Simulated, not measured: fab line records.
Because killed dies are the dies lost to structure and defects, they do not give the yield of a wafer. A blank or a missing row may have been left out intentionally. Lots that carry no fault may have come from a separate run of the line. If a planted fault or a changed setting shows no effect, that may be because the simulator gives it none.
Which of the tools did it? | flow gf180mcu | 69 wafers from 23 lots sampled at 2 of the route's 602 steps

WHAT EACH GAUGE READ, for each wafer
GF_LVPWELL_TW_MEAS_11.
lot  | measured    | on           | LVPWELL_TW
L074 | day 3 23:46 | filmMetro-01 | 559.0 562.4 560.5
L075 | day 4 01:58 | filmMetro-01 | 557.7 558.7 558.4
L076 | day 4 09:43 | filmMetro-01 | 556.8 557.2 552.6
L077 | day 4 13:39 | filmMetro-02 | 560.2 561.0 559.2
L078 | day 4 19:22 | filmMetro-02 | 557.9 562.3 561.3
L079 | day 5 01:34 | filmMetro-04 | 563.0 561.4 562.9
L080 | day 5 07:16 | filmMetro-04 | 564.8 561.8 559.8
L081 | day 5 10:26 | filmMetro-04 | 564.3 563.1 563.6
L082 | day 5 16:58 | filmMetro-02 | 558.8 559.6 561.5
L083 | day 6 03:47 | filmMetro-04 | 558.2 558.8 563.1
L085 | day 6 13:50 | filmMetro-01 | 558.0 560.8 560.5
L086 | day 7 02:11 | filmMetro-01 | 559.8 559.4 562.3
L087 | day 7 10:14 | filmMetro-01 | 560.9 558.4 562.1
L088 | day 7 10:37 | filmMetro-02 | 556.1 559.1 556.8
L089 | day 7 10:56 | filmMetro-02 | 555.1 557.0 558.4
L090 | day 7 22:31 | filmMetro-02 | 557.3 554.8 555.8
L091 | day 7 23:50 | filmMetro-02 | 557.9 560.0 558.2
L092 | day 8 04:49 | filmMetro-01 | 560.9 562.3 558.5
L093 | day 8 07:58 | filmMetro-01 | 554.4 558.2 561.4
L094 | day 8 12:43 | filmMetro-02 | 561.1 563.5 561.4
L095 | day 8 17:50 | filmMetro-01 | 556.4 561.5 558.9
L096 | day 9 00:22 | filmMetro-02 | 557.8 557.0 560.9
L097 | day 9 10:05 | filmMetro-04 | 557.5 559.2 558.1

GF_HV_LDD_TW_MEAS_38.
lot  | measured     | on           | HV_LDD_3_TW
L074 | day 11 17:02 | filmMetro-02 | 1432 1436 1436
L075 | day 11 22:10 | filmMetro-02 | 1437 1428 1426
L076 | day 12 07:11 | filmMetro-02 | 1433 1426 1425
L077 | day 12 13:17 | filmMetro-01 | 1438 1438 1450
L078 | day 12 23:21 | filmMetro-02 | 1432 1433 1434
L079 | day 13 07:43 | filmMetro-02 | 1435 1442 1434
L080 | day 13 14:00 | filmMetro-04 | 1456 1450 1450
L081 | day 13 17:26 | filmMetro-02 | 1432 1441 1437
L082 | day 14 01:10 | filmMetro-01 | 1430 1433 1429
L083 | day 14 18:52 | filmMetro-02 | 1413 1407 1417
L085 | day 15 08:29 | filmMetro-01 | 1423 1429 1436
L086 | day 16 01:40 | filmMetro-01 | 1428 1436 1429
L087 | day 16 18:56 | filmMetro-02 | 1409 1411 1411
L088 | day 16 19:41 | filmMetro-04 | 1442 1435 1453
L089 | day 16 19:14 | filmMetro-02 | 1407 1411 1406
L090 | day 17 07:10 | filmMetro-04 | 1439 1442 1439
L091 | day 17 10:19 | filmMetro-02 | 1412 1415 1404
L092 | day 17 17:16 | filmMetro-02 | 1409 1411 1415
L093 | day 18 00:49 | filmMetro-01 | 1431 1434 1427
L094 | day 18 03:25 | filmMetro-02 | 1405 1412 1408
L095 | day 18 13:56 | filmMetro-01 | 1430 1432 1437
L096 | day 18 21:44 | filmMetro-02 | 1409 1410 1414
L097 | day 19 09:58 | filmMetro-04 | 1458 1442 1442

WHAT TOOL EACH LOT RAN ON (gives the tool, then ch and the chambers of the sampled wafers, and finally the start)
Record: no process step prior to these readings.

WHAT THE TOOLS THEMSELVES READ (means of the sampled wafers that have a number; where no wafer has one, the mark that the record gives instead)
The record holds no such reading with a usual standard deviation.

THE ANSWER, worked out from the rows above alone
Rule: the usual values come from the lots themselves. The widest of any qualifying gaps counts: lots, ordered by their means at a reading, are off when they make up no more than a third of the lots, leave a main group of 4 or more, and stand apart from it by 3 or more times the standard deviation of that group's means. A main group is skipped when, at the precision printed for the reading in the tables above, its means are all equal. Also off: a lot with no number at a reading for which 4 or more lots have one. The other lots that the step has rows for count as sound. After the gauges, taken in route order, come the tools' own readings; for these a lot's mean is taken, as printed above. At the first step where some lot is off, the reading lying furthest off is the one used; lots without a number count as furthest.
Across all readings shown, no lot is off: no conclusion can be drawn from this.

WHAT HAD BEEN PUT IN BY THE SIMULATOR
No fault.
